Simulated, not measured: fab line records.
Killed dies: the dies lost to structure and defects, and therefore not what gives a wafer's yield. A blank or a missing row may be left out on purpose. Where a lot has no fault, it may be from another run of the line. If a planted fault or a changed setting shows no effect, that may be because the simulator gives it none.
Chamber matching :: flow sfq-line :: 4 sister chambers for SFQ_TRILAYER_A5B_CMP_CMP_130 on cmp-01
The step polishes, stops on Nb, target thk 340.7 nm. 7 wafers are shown with their chamber, then 9 later ones without.

## WAFERS WITH THEIR CHAMBER
wafer: L268.3
chamber: 1
motor-current-A (A): 12.1
slurry-flow-ml-min: 150.4

wafer: L270.1
chamber: 3
motor-current-A (A): 10.9
slurry-flow-ml-min: 150.5

wafer: L275.4
chamber: 3
motor-current-A (A): 11.1
slurry-flow-ml-min: 149.6

wafer: L277.4
chamber: 0
motor-current-A (A): 9.7
slurry-flow-ml-min: 150.0

wafer: L279.2
chamber: 2
motor-current-A (A): 11.0
slurry-flow-ml-min: 149.6

wafer: L279.4
chamber: 0
motor-current-A (A): 9.4
slurry-flow-ml-min: 149.9

wafer: L279.6
chamber: 2
motor-current-A (A): 11.4
slurry-flow-ml-min: 149.3

## WAFERS MISSING THEIR CHAMBER
wafer: L281.3
motor-current-A (A): 9.2
slurry-flow-ml-min: 150.1

wafer: L281.1
motor-current-A (A): 11.1
slurry-flow-ml-min: 150.4

wafer: L281.2
motor-current-A (A): 11.6
slurry-flow-ml-min: 149.4

wafer: L283.1
motor-current-A (A): 11.8
slurry-flow-ml-min: 149.2

wafer: L283.2
motor-current-A (A): 9.5
slurry-flow-ml-min: 150.0

wafer: L283.3
motor-current-A (A): 11.1
slurry-flow-ml-min: 150.5

wafer: L285.3
motor-current-A (A): 9.4
slurry-flow-ml-min: 149.2

wafer: L285.5
motor-current-A (A): 11.3
slurry-flow-ml-min: 149.3

wafer: L285.6
motor-current-A (A): 11.4
slurry-flow-ml-min: 149.4

## CHAMBER TAKEN BY EACH
wafer: L281.3
from the rows above: 0
in truth: 0

wafer: L281.1
from the rows above: can't be placed: 3 or 2
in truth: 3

wafer: L281.2
from the rows above: can't be placed: 2 or 3 or 1
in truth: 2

wafer: L283.1
from the rows above: can't be placed: 2 or 1 or 3
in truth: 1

wafer: L283.2
from the rows above: 0
in truth: 0

wafer: L283.3
from the rows above: can't be placed: 3 or 2
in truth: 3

wafer: L285.3
from the rows above: 0
in truth: 0

wafer: L285.5
from the rows above: can't be placed: 2 or 3
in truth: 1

wafer: L285.6
from the rows above: can't be placed: 2 or 3
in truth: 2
Correct placement for 3 of the 9. Cannot be placed on the basis of these rows: 6; the candidates contain the true chamber in 5. Placed wrongly: 0.
How it was worked out, from the rows above alone: a wafer's distance from a chamber is the root of the sum, over the readings, of the square of ((its reading less the chamber's mean) divided by the reading's scatter). The wafer belongs to the nearest chamber; if the next one is less than 2 further off, it can't be placed. A chamber's mean is the mean of its shown wafers. The scatter: the root of (the sum of the squares of (reading less its chamber's mean) over the shown wafers, divided by (wafers less chambers)).
